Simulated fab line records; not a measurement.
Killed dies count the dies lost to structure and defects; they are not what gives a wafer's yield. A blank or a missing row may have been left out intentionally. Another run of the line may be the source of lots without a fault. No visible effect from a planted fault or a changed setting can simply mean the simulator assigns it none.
2 desks looking at one fault -- flow sky130 -- each desk has only its own numbers; what lay behind them comes last

== AT THE TOOL OWNER'S DESK: pvd-sputter-04 ==
At SKY_CAPM_SPUTTER_02 (material TiN, target thk 200 nm, time 166.7 s) the tool's own readings: per lot run on this tool, the mean of the sampled wafers that have a number. Any lot whose mean is over 4 standard deviations away from the usual mean is out of limits and marked OUT; that distance is given in the brackets.
Columns: A = throttle-valve-pct at SKY_CAPM_SPUTTER_02, usual 29.8 %
lot,first seen here,A
L985,day 40 14:09,30.3
L988,day 41 03:51,30.5
L989,day 41 11:59,30.4
Finding of this desk: none of the 3 lots has anything out of limits.

== METROLOGY DESK ==
Means of the sampled wafers that have a number, per lot and without regard to the tool the lot ran on: this is what the gauges read. Any lot whose mean is over 4 standard deviations away from the usual mean is out of limits and marked OUT; that distance is given in the brackets.
Columns: A = VIA2_W_RS at SKY_VIA2_RS_MEAS_22, usual 0.272 ohm/sq; B = VIA2_W_THK at SKY_VIA2_THK_MEAS_23, usual 426 nm; C = CAPM_CVD_00_THK at SKY_CAPM_THK_MEAS_01, usual 15.47 nm; D = CAPM_TIN_RS at SKY_CAPM_RS_MEAS_03, usual 6.90 ohm/sq; E = CAPM_TIN_THK at SKY_CAPM_THK_MEAS_04, usual 198 nm; F = CAPM_OVL at SKY_CAPM_OVL_MEAS_12, usual -1.2 nm
lot,first seen here,A,B,C,D,E,F
L980,day 39 08:04,0.268,436,15.44,6.78,202,-0.4
L985,day 40 13:26,0.269,433,15.37,6.87,199,-2.6
L988,day 41 03:08,0.269,432,15.48,7.79 (+8.1) OUT,187,-1.6
L989,day 41 11:17,0.275,410,15.43,7.70 (+7.3) OUT,186,0.2
L991,day 42 12:17,0.273,425,15.20,7.10,191,-0.1
L993,day 42 23:05,0.274,422,15.25,6.92,198,-2.5
This desk's finding: out of limits on L988, L989; first on L988, day 41 03:58 (CAPM_TIN_RS at SKY_CAPM_RS_MEAS_03). L980, L985, L991, L993: within limits.

== BROUGHT TOGETHER ==
The metrology desk could have raised an alarm at day 41 03:58, on L988, L989.
The desk of the tool owner found nothing out of limits.
Tool owner's desk: L988, L989 on record, inside its limits.
All the named lots went through SKY_CAPM_SPUTTER_02 on pvd-sputter-04.

== WHAT WAS PUT IN BY THE SIMULATOR ==
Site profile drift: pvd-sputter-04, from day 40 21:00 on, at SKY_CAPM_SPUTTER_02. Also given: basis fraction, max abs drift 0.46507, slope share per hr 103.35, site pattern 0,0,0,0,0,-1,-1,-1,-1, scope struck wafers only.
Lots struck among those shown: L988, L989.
Per desk, hours elapsed from the start of the fault to the first reading out of limits: for the metrology desk, 7.
